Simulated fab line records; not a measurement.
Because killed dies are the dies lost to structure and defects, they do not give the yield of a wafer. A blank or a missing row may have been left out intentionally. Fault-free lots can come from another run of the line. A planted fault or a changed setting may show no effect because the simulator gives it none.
A sampling plan put to the test	flow gf180mcu	one fab line, 51 faults that these records tell of, each judged on the records of the lots that it struck
The plan is the line's own looks: the steps of the route at which a gauge or an inspection reads the wafer and doesn't change it. Where struck wafers have a number at a look and the file lists that look's usual mean and standard deviation on fault-free wafers, the look can be judged. Caught: the struck wafers' mean, at a look after the fault's first step, is 4 or more of those standard deviations (sigma) away from the usual mean. On the tool: the identical test, applied to the tool's own readings at the steps of the fault. It also counts as caught if the struck wafers ran another recipe or if their record alone is blank.

== THE FAULTS, as the simulator had put them in ==
1. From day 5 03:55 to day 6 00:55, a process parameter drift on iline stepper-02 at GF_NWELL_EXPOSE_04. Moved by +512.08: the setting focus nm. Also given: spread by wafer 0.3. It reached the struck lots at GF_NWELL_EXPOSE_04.
2. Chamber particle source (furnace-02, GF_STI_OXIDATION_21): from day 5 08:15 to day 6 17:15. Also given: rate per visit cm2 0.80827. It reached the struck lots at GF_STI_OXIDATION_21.
3. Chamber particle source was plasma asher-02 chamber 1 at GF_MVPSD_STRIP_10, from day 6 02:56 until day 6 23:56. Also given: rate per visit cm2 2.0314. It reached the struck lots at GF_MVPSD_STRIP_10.
4. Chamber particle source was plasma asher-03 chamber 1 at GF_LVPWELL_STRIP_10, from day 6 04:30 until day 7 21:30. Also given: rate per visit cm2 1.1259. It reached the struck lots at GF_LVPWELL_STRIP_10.
5. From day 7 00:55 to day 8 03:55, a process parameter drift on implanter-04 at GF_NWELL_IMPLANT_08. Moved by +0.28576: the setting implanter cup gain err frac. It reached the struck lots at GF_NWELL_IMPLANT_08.
6. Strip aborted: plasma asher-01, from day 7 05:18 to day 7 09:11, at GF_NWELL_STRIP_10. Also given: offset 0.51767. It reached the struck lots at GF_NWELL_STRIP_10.
7. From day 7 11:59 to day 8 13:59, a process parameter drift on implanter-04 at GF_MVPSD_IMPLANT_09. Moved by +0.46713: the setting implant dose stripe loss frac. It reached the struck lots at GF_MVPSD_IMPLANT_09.
8. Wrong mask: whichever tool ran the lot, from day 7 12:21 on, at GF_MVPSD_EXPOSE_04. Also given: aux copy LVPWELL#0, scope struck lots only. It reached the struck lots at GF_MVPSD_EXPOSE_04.
9. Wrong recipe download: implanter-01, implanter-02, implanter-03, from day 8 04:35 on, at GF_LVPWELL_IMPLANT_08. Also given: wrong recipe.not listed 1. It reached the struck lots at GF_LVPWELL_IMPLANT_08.
10. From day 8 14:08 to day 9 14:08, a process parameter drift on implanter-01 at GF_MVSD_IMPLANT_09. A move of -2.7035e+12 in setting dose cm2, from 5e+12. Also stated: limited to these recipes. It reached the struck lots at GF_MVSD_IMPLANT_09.
11. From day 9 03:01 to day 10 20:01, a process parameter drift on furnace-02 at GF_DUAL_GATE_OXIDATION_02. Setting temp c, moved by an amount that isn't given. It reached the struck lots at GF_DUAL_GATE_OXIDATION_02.
12. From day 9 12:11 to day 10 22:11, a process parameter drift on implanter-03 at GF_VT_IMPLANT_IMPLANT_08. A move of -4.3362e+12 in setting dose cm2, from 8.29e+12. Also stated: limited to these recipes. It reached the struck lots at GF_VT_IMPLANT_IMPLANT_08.
13. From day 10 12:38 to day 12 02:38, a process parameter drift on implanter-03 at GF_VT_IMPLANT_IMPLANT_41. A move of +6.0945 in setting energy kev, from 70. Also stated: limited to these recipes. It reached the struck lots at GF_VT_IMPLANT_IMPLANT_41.
14. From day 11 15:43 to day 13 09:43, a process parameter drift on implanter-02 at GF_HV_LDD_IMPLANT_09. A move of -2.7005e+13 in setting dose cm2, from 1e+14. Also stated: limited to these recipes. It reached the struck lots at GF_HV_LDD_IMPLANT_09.
15. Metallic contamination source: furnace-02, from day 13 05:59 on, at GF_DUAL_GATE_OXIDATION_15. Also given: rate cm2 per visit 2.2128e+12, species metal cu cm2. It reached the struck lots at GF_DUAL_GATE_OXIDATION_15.
16. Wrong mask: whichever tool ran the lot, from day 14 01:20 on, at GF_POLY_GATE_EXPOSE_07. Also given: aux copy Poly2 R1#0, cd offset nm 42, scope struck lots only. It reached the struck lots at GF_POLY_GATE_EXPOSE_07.
17. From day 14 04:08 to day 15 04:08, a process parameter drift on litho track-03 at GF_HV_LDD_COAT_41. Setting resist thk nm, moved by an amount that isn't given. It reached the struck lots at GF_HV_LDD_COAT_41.
18. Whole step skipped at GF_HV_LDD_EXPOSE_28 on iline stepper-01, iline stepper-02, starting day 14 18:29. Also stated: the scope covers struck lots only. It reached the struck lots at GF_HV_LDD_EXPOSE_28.
19. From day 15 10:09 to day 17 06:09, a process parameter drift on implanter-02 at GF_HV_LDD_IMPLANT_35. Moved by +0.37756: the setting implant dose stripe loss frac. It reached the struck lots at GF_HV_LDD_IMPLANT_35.
20. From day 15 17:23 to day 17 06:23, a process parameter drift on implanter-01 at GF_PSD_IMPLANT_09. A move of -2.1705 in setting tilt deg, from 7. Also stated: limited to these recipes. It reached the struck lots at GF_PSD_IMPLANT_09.
21. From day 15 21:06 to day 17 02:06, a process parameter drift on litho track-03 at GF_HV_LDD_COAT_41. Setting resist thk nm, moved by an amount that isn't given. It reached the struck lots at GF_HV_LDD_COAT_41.
22. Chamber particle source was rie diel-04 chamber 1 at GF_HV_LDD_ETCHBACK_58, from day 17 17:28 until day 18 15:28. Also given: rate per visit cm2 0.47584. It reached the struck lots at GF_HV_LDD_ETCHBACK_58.
23. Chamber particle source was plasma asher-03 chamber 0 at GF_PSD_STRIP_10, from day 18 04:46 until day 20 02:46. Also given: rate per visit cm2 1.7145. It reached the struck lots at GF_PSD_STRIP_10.
24. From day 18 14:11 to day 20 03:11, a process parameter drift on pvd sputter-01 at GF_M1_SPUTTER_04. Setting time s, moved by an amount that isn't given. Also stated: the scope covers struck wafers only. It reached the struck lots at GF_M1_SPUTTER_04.
25. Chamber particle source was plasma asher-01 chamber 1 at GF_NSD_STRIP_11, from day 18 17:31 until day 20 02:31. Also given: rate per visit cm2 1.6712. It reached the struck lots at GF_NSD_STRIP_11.
26. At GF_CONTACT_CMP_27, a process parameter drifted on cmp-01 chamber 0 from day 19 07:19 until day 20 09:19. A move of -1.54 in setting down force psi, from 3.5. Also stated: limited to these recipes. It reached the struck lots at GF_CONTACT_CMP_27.
27. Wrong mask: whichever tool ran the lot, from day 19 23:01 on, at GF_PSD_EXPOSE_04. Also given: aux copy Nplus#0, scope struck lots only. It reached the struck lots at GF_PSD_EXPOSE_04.
28. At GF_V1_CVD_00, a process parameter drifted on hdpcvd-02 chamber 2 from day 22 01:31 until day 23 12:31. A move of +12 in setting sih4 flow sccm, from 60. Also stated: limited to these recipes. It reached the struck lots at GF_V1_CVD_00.
29. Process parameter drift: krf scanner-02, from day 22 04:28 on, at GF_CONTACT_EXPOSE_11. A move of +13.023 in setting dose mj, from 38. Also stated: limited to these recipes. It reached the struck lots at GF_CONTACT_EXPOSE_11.
30. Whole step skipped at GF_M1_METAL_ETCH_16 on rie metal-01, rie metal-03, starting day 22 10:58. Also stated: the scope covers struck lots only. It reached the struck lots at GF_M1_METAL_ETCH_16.
31. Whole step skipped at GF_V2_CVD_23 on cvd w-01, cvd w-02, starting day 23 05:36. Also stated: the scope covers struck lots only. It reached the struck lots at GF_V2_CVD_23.
32. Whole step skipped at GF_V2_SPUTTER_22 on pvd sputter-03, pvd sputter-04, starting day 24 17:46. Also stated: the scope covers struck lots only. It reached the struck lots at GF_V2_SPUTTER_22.
33. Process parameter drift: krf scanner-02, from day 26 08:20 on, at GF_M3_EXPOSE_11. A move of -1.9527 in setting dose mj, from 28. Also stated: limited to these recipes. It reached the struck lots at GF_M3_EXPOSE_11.
34. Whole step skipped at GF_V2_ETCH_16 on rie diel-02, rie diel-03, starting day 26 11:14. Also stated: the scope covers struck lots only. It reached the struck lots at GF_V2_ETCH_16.
35. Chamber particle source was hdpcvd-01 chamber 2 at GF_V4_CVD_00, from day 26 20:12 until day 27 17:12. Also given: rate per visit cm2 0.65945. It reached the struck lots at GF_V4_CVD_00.
36. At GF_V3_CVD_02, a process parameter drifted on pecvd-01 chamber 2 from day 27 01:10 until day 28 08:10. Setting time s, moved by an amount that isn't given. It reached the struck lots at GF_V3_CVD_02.
37. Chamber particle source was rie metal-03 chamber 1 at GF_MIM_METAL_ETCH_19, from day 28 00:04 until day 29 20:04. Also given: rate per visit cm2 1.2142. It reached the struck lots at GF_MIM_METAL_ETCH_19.
38. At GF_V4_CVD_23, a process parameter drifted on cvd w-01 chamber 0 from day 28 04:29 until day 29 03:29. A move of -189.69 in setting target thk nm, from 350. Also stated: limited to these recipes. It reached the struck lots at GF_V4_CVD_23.
39. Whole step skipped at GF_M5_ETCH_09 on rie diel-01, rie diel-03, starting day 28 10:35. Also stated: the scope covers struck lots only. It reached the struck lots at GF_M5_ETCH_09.
40. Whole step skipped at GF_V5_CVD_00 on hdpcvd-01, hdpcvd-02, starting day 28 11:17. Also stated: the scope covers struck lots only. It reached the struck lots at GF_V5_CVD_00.
41. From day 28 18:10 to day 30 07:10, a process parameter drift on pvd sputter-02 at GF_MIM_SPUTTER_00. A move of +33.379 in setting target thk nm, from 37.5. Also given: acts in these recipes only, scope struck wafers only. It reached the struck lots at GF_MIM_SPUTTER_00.
42. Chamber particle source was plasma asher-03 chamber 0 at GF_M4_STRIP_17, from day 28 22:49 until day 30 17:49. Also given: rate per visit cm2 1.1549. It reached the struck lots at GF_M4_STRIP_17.
43. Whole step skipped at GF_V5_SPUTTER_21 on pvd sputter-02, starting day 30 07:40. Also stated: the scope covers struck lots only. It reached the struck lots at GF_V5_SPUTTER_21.
44. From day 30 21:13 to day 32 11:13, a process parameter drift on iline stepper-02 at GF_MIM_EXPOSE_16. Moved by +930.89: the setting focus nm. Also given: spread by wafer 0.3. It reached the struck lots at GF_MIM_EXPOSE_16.
45. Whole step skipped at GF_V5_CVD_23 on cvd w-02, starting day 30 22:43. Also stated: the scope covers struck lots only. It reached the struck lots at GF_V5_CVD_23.
46. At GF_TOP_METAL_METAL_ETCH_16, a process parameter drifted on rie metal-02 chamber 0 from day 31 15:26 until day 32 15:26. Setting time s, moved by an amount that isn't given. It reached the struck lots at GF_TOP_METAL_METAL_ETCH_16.
47. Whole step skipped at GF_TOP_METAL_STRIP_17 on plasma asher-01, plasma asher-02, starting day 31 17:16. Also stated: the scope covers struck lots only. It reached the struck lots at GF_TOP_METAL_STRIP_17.
48. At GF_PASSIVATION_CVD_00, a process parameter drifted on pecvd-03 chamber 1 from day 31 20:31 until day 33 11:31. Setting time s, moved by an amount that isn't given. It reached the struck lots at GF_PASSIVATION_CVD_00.
49. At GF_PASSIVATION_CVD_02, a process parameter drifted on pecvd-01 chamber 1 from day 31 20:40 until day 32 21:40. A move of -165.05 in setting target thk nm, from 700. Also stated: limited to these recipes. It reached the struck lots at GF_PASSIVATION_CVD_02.
50. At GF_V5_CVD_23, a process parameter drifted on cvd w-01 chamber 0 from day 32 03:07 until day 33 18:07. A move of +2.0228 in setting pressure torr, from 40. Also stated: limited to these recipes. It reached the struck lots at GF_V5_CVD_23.
51. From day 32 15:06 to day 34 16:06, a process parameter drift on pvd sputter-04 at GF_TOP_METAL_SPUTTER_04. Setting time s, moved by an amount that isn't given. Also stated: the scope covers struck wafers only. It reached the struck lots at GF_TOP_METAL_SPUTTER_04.

== WHAT THE PLAN SAW ==
fault	on the tool itself	first look that catches it	reading, sigma	median hours from its first step to that look	hours from the fault's start to the first struck lot there	judged looks passed uncaught
1	no reading that can be judged	none of the 5 looks that can be judged after it	-	-	-	5
2	under 2 sigma	not the one look that can be judged after it	-	-	-	1
3	under 2 sigma	none of the 2 looks that can be judged after it	-	-	-	2
4	under 2 sigma	no look after it can be judged	-	-	-	0
5	faraday current uA +12 sigma	GF_NWELL_TW_MEAS_11	NWELL_TW -10	0.4	5	0
6	oes product au +49 sigma	GF_LVPWELL_TW_MEAS_11	LVPWELL_TW -39	16.9	21	0
7	no reading that can be judged	GF_VT_IMPLANT_RS_MEAS_49	MVPSD_RS +23	70.4	86	1
8	no reading that can be judged	GF_MVPSD_TW_MEAS_11	MVPSD_TW -99 or beyond	8.6	12	0
9	under 2 sigma	GF_LVPWELL_TW_MEAS_11	LVPWELL_TW +99 or beyond	0.4	3	0
10	dose ions cm2 -99 or beyond sigma	GF_VT_IMPLANT_RS_MEAS_46	MVSD_RS +36	92.2	97	1
11	tube center temp C +99 or beyond sigma	GF_DUAL_GATE_THK_MEAS_03	DUAL_GATE_OXIDATION_00_THK +47	1.4	7	0
12	dose ions cm2 -99 or beyond sigma	GF_VT_IMPLANT_TW_MEAS_10	VT_IMPLANT_TW -15	0.2	3	0
13	beam energy keV +99 or beyond sigma	no look after it can be judged	-	-	-	0
14	dose ions cm2 -99 or beyond sigma	GF_HV_LDD_TW_MEAS_11	HV_LDD_TW -10	0.2	6	0
15	no reading that can be judged	no look after it can be judged	-	-	-	0
16	under 2 sigma	GF_POLY_GATE_CD_MEAS_10	cd nm +32	10.4	15	0
17	no reading that can be judged	GF_HV_LDD_CD_MEAS_46	cd nm +4.3	10.4	14	0
18	no reading that can be judged	no look after it can be judged	-	-	-	0
19	no reading that can be judged	none of the 6 looks that can be judged after it	-	-	-	6
20	tilt deg -99 or beyond sigma	GF_PSD_RS_MEAS_15	PSD_RS +6.3	0.6	2	0
21	no reading that can be judged	not the one look that can be judged after it	strongest: cd nm at GF_HV_LDD_CD_MEAS_46, +4.0	-	-	1
22	under 2 sigma	none of the 2 looks that can be judged after it	-	-	-	2
23	under 2 sigma	no look after it can be judged	-	-	-	0
24	under 2 sigma	none of the 7 looks that can be judged after it	strongest: M1_ALCU_THK at GF_M1_THK_MEAS_06, -2.1	-	-	7
25	under 2 sigma	no look after it can be judged	-	-	-	0
26	overpolish run s -99 or beyond sigma	no look after it can be judged	-	-	-	0
27	no reading that can be judged	GF_PSD_TW_MEAS_11	PSD_TW -87	12.3	16	0
28	sih4 flow sccm +76 sigma	GF_V1_THK_MEAS_01	V1_CVD_00_THK +22	0.1	3	0
29	exposure dose mJ cm2 +99 or beyond sigma	GF_CONTACT_CD_MEAS_14	cd nm +30	11.3	19	0
30	the tool's record is blank for the struck wafers	no look after it can be judged	-	-	-	0
31	the tool's record is blank for the struck wafers	GF_V2_RS_MEAS_24	V2_W_RS +99 or beyond	0.1	6	0
32	the tool's record is blank for the struck wafers	no look after it can be judged	-	-	-	0
33	exposure dose mJ cm2 -68 sigma	GF_M3_CD_MEAS_14	cd nm +7.2	9.9	14	0
34	the tool's record is blank for the struck wafers	no look after it can be judged	-	-	-	0
35	under 2 sigma	not the one look that can be judged after it	-	-	-	1
36	run length s -26 sigma	GF_V3_THK_MEAS_03	V3_CVD_02_THK -7.5	0.1	2	0
37	under 2 sigma	no look after it can be judged	-	-	-	0
38	under 2 sigma	GF_V4_RS_MEAS_24	V4_W_RS +99 or beyond	0.1	2	0
39	the tool's record is blank for the struck wafers	no look after it can be judged	-	-	-	0
40	the tool's record is blank for the struck wafers	no look after it can be judged	-	-	-	0
41	under 2 sigma	no look after it can be judged	-	-	-	0
42	under 2 sigma	no look after it can be judged	-	-	-	0
43	the tool's record is blank for the struck wafers	no look after it can be judged	-	-	-	0
44	under 2 sigma	no look after it can be judged	-	-	-	0
45	the tool's record is blank for the struck wafers	GF_V5_RS_MEAS_24	V5_W_RS +99 or beyond	0.1	4	0
46	run length s -74 sigma	no look after it can be judged	-	-	-	0
47	no reading that can be judged	no look after it can be judged	-	-	-	0
48	run length s -36 sigma	GF_PASSIVATION_THK_MEAS_01	PASSIVATION_CVD_00_THK -11	0.1	6	0
49	under 2 sigma	GF_PASSIVATION_THK_MEAS_03	PASSIVATION_CVD_02_THK -18	0.3	7	0
50	chamber pressure Torr +25 sigma	not the one look that can be judged after it	strongest: V5_W_RS at GF_V5_RS_MEAS_24, -3.8	-	-	1
51	under 2 sigma	none of the 4 looks that can be judged after it	-	-	-	4
A dash: the fault isn't caught, or these records don't give the number.

Caught at a look: 22 of 51. Caught on the tool: 24 of 51. By one or the other: 32 of 51.
Caught on the tool alone: faults 13, 26, 30, 32, 34, 39, 40, 43, 46, 50.
Caught at a look alone: faults 7, 8, 9, 16, 17, 27, 38, 49.
Caught by neither: faults 1, 2, 3, 4, 15, 18, 19, 21, 22, 23, 24, 25, 35, 37, 41, 42, 44, 47, 51.

== THINNER SAMPLING ==
If the look that catches a fault measured only every second or every third lot, by lot number, the first struck lot would be measured this late in the worst case:
fault	struck lots at that look, in order of time	every lot	every second lot	every third lot
5	L285, L287	5 h	may miss all 2	may miss all 2
6	L711	21 h	may miss it	may miss it
7	L882	86 h	may miss it	may miss it
8	L598	12 h	may miss it	may miss it
9	L890, L891, L892	3 h	8 h	15 h
10	L810, L812	97 h	may miss all 2	may miss all 2
11	L359, L362	7 h	24 h	may miss all 2
12	L294, L295, L298	3 h	8 h	may miss all 3
14	L216, L217, L219	6 h	14 h	may miss all 3
16	L113	15 h	may miss it	may miss it
17	L444, L445	14 h	22 h	may miss all 2
20	L300, L303	2 h	34 h	may miss all 2
27	L903	16 h	may miss it	may miss it
28	L741	3 h	may miss it	may miss it
29	L127, L129	19 h	may miss all 2	may miss all 2
31	L713, L714, L715	6 h	8 h	27 h
33	L228, L229	14 h	18 h	may miss all 2
36	L770, L774	2 h	may miss all 2	may miss all 2
38	L533, L535	2 h	may miss all 2	may miss all 2
45	L102, L103, L104	4 h	9 h	19 h
48	L678, L681	6 h	25 h	may miss all 2
49	L449, L450, L451	7 h	15 h	22 h
Hours: fault start to first struck lot measured. The test against the limit of 4 sigma pooled every struck wafer, which means one lot taken alone may stay below that limit. Other struck lots may not be in these records.

== THE LONGEST TIMED WAY FROM STEP TO LOOK ==
Fault 10: the median time between GF_MVSD_IMPLANT_09 and GF_VT_IMPLANT_RS_MEAS_46 is 92.2 hours. The look between them that can be judged stayed within 4 sigma: GF_VT_IMPLANT_OVL_MEAS_07.
